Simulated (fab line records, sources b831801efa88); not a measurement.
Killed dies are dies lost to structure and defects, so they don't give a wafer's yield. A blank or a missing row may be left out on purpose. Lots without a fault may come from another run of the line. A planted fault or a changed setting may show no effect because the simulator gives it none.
Which tool did it? | flow sky130 | 24 lots, 72 wafers sampled, at 3 steps of a route of 708

WHAT THE GAUGES READ, wafer by wafer
SKY_CONTACT_RS_MEAS_25: measures by four-point-probe.
lot  | measured     | on            | CONTACT_W_RS (ohm/sq)
L074 | day 31 17:42 | film_metro-01 | 0.333 0.336 0.335
L075 | day 32 02:53 | film_metro-04 | 0.334 0.334 0.335
L076 | day 32 07:51 | film_metro-01 | 0.336 0.344 0.332
L077 | day 32 17:44 | film_metro-04 | 0.332 0.338 0.335
L078 | day 32 19:08 | film_metro-02 | 0.339 0.341 0.336
L079 | day 33 02:26 | film_metro-04 | 0.337 0.334 0.336
L080 | day 33 11:20 | film_metro-04 | 0.340 0.340 0.332
L081 | day 33 18:15 | film_metro-02 | 0.345 0.335 0.334
L082 | day 34 00:19 | film_metro-01 | 0.335 0.344 0.338
L083 | day 34 10:31 | film_metro-01 | 0.330 0.348 0.346
L084 | day 34 19:47 | film_metro-04 | 0.333 0.339 0.335
L085 | day 35 03:13 | film_metro-02 | 0.341 0.331 0.333
L086 | day 35 16:52 | film_metro-01 | 0.332 0.333 0.333
L087 | day 35 23:02 | film_metro-01 | 0.333 0.343 0.342
L088 | day 36 03:56 | film_metro-04 | 0.337 0.341 0.336
L091 | day 36 21:01 | film_metro-02 | 0.340 0.335 0.334
L090 | day 36 22:19 | film_metro-01 | 0.346 0.339 0.334
L089 | day 36 23:33 | film_metro-04 | 0.334 0.338 0.344
L092 | day 38 04:23 | film_metro-02 | 0.338 0.340 0.341
L093 | day 38 04:51 | film_metro-02 | 0.333 0.333 0.341
L094 | day 38 05:51 | film_metro-02 | 0.344 0.344 0.338
L095 | day 38 06:40 | film_metro-01 | 0.346 0.338 0.346
L096 | day 38 06:58 | film_metro-01 | 0.335 0.347 0.346
L097 | day 38 15:09 | film_metro-01 | 0.336 0.335 0.341

WHICH TOOL RAN EACH LOT (tool, then ch and the chambers of the sampled wafers, then the start)
lot  | SKY_LOCAL_INTERCONNECT_STRIP_15      | SKY_CONTACT_SPUTTER_23
L074 | plasma_asher-01 ch 0,1, day 30 11:33 | pvd_sputter-03, day 31 17:31
L075 | plasma_asher-04 ch 0, day 30 20:54   | pvd_sputter-03, day 32 02:43
L076 | plasma_asher-04 ch 0,1, day 31 01:53 | pvd_sputter-03, day 32 07:40
L077 | plasma_asher-03 ch 0,1, day 31 11:51 | pvd_sputter-03, day 32 17:34
L078 | plasma_asher-01 ch 0,1, day 31 14:11 | pvd_sputter-01, day 32 18:58
L079 | plasma_asher-04 ch 0,1, day 31 21:33 | pvd_sputter-01, day 33 02:14
L080 | plasma_asher-03 ch 0,1, day 32 06:44 | pvd_sputter-04, day 33 11:08
L081 | plasma_asher-01 ch 0,1, day 32 13:37 | pvd_sputter-04, day 33 18:05
L082 | plasma_asher-03 ch 0,1, day 32 18:55 | pvd_sputter-04, day 34 00:08
L083 | plasma_asher-04 ch 0,1, day 33 06:12 | pvd_sputter-03, day 34 10:21
L084 | plasma_asher-01 ch 0,1, day 33 16:27 | pvd_sputter-04, day 34 19:37
L085 | plasma_asher-04 ch 1, day 33 22:27   | pvd_sputter-03, day 35 03:03
L086 | plasma_asher-01 ch 1, day 34 12:00   | pvd_sputter-04, day 35 16:42
L087 | plasma_asher-01 ch 0,1, day 34 18:02 | pvd_sputter-03, day 35 22:52
L088 | plasma_asher-04 ch 0,1, day 34 23:24 | pvd_sputter-01, day 36 03:45
L091 | plasma_asher-03 ch 0,1, day 35 16:41 | pvd_sputter-04, day 36 20:50
L090 | plasma_asher-01 ch 0,1, day 35 16:45 | pvd_sputter-01, day 36 22:08
L089 | plasma_asher-03 ch 0,1, day 35 18:26 | pvd_sputter-03, day 36 23:22
L092 | plasma_asher-04 ch 0,1, day 36 23:54 | pvd_sputter-03, day 38 04:13
L093 | plasma_asher-01 ch 0,1, day 37 00:15 | pvd_sputter-04, day 38 04:40
L094 | plasma_asher-01 ch 0,1, day 37 01:05 | pvd_sputter-04, day 38 05:32
L095 | plasma_asher-04 ch 0,1, day 37 01:26 | pvd_sputter-03, day 38 06:26
L096 | plasma_asher-04 ch 0,1, day 37 02:18 | pvd_sputter-03, day 38 06:47
L097 | plasma_asher-01 ch 0,1, day 37 10:53 | pvd_sputter-03, day 38 14:50
- SKY_LOCAL_INTERCONNECT_STRIP_15: strips in O2/N2.
- SKY_CONTACT_SPUTTER_23: material TiN, target thk 20 nm, time 80 s.

WHAT THE TOOLS THEMSELVES READ (means of the sampled wafers that have a number; where no wafer has one, the mark that the record gives instead)
SKY_LOCAL_INTERCONNECT_STRIP_15.
lot  | tool            | drypump_motor_current_A (A) | n2_flow_sccm (sccm) | oes_product_au (a.u.) | strip_time_to_endpoint_s (s)
L074 | plasma_asher-01 | 6.1                         | 299.3               | 0.430                 | 4.765
L075 | plasma_asher-04 | 6.5                         | 300.7               | 0.428                 | 4.749
L076 | plasma_asher-04 | 6.1                         | 299.5               | 0.426                 | 4.734
L077 | plasma_asher-03 | 5.7                         | 299.1               | 0.428                 | 4.688
L078 | plasma_asher-01 | 5.7                         | 300.0               | 0.424                 | 4.714
L079 | plasma_asher-04 | 6.3                         | 300.2               | 0.425                 | 4.754
L080 | plasma_asher-03 | 5.6                         | 299.3               | 0.422                 | 4.747
L081 | plasma_asher-01 | 5.7                         | 300.4               | 0.432                 | 4.784
L082 | plasma_asher-03 | 5.6                         | 300.4               | 0.426                 | 4.703
L083 | plasma_asher-04 | 6.3                         | 301.2               | 0.437                 | 4.763
L084 | plasma_asher-01 | 6.1                         | 300.5               | 0.430                 | 4.735
L085 | plasma_asher-04 | 5.8                         | 300.7               | 0.428                 | 4.778
L086 | plasma_asher-01 | 6.4                         | 299.8               | 0.429                 | 4.746
L087 | plasma_asher-01 | 5.7                         | 299.6               | 0.423                 | 4.743
L088 | plasma_asher-04 | 6.3                         | 300.1               | 0.428                 | 4.732
L091 | plasma_asher-03 | 5.6                         | 299.1               | 0.428                 | 4.713
L090 | plasma_asher-01 | 6.1                         | 300.8               | 0.430                 | 4.719
L089 | plasma_asher-03 | 5.6                         | 299.9               | 0.429                 | 4.696
L092 | plasma_asher-04 | 6.0                         | 300.5               | 0.431                 | 4.739
L093 | plasma_asher-01 | 5.7                         | 299.9               | 0.422                 | 4.725
L094 | plasma_asher-01 | 5.7                         | 300.5               | 0.423                 | 4.714
L095 | plasma_asher-04 | 6.0                         | 300.1               | 0.427                 | 4.750
L096 | plasma_asher-04 | 6.3                         | 299.5               | 0.426                 | 4.735
L097 | plasma_asher-01 | 5.7                         | 299.7               | 0.428                 | 4.735

SKY_CONTACT_SPUTTER_23.
lot  | tool           | chamber_pressure_pa (Pa) | throttle_valve_pct (%)
L074 | pvd_sputter-03 | 4.999                    | 31.0
L075 | pvd_sputter-03 | 5.002                    | 30.1
L076 | pvd_sputter-03 | 4.996                    | 31.7
L077 | pvd_sputter-03 | 5.003                    | 31.8
L078 | pvd_sputter-01 | 5.003                    | 30.0
L079 | pvd_sputter-01 | 4.997                    | 30.7
L080 | pvd_sputter-04 | 4.994                    | 29.8
L081 | pvd_sputter-04 | 5.000                    | 29.6
L082 | pvd_sputter-04 | 5.012                    | 31.1
L083 | pvd_sputter-03 | 5.003                    | 30.0
L084 | pvd_sputter-04 | 4.994                    | 30.4
L085 | pvd_sputter-03 | 5.004                    | 31.0
L086 | pvd_sputter-04 | 5.006                    | 31.2
L087 | pvd_sputter-03 | 5.007                    | 31.7
L088 | pvd_sputter-01 | 5.006                    | 29.7
L091 | pvd_sputter-04 | 5.002                    | 30.5
L090 | pvd_sputter-01 | 5.001                    | 29.1
L089 | pvd_sputter-03 | 4.984                    | 30.3
L092 | pvd_sputter-03 | 4.997                    | 30.8
L093 | pvd_sputter-04 | 5.008                    | 29.7
L094 | pvd_sputter-04 | 4.995                    | 29.7
L095 | pvd_sputter-03 | 5.000                    | 31.1
L096 | pvd_sputter-03 | 5.002                    | 31.1
L097 | pvd_sputter-03 | 5.004                    | 30.7

THE ANSWER, worked out from the rows above alone
Rule: what is usual is taken from the lots themselves. Put in order of their means at a reading, lots are off if they are a third of the lots or fewer, leave a main group of 4 or more, and stand apart from it by a gap of 3 or more times the standard deviation of the main group's means; of several such gaps the widest counts. A main group whose means are all the same, to the digits that the tables above print for the reading, isn't used. A lot without any number at a reading at which 4 lots or more have one is off too. The other lots that the step has rows for count as sound. The gauges are gone through in route order, then the tools' own readings, and for those a lot's mean is taken as printed above. The first step at which some lot is off is used, and at that step the reading that is off furthest; a lot without a number counts as furthest.
No lot is off at any reading shown: from this, nothing can be told.

WHAT THE SIMULATOR HAD PUT IN
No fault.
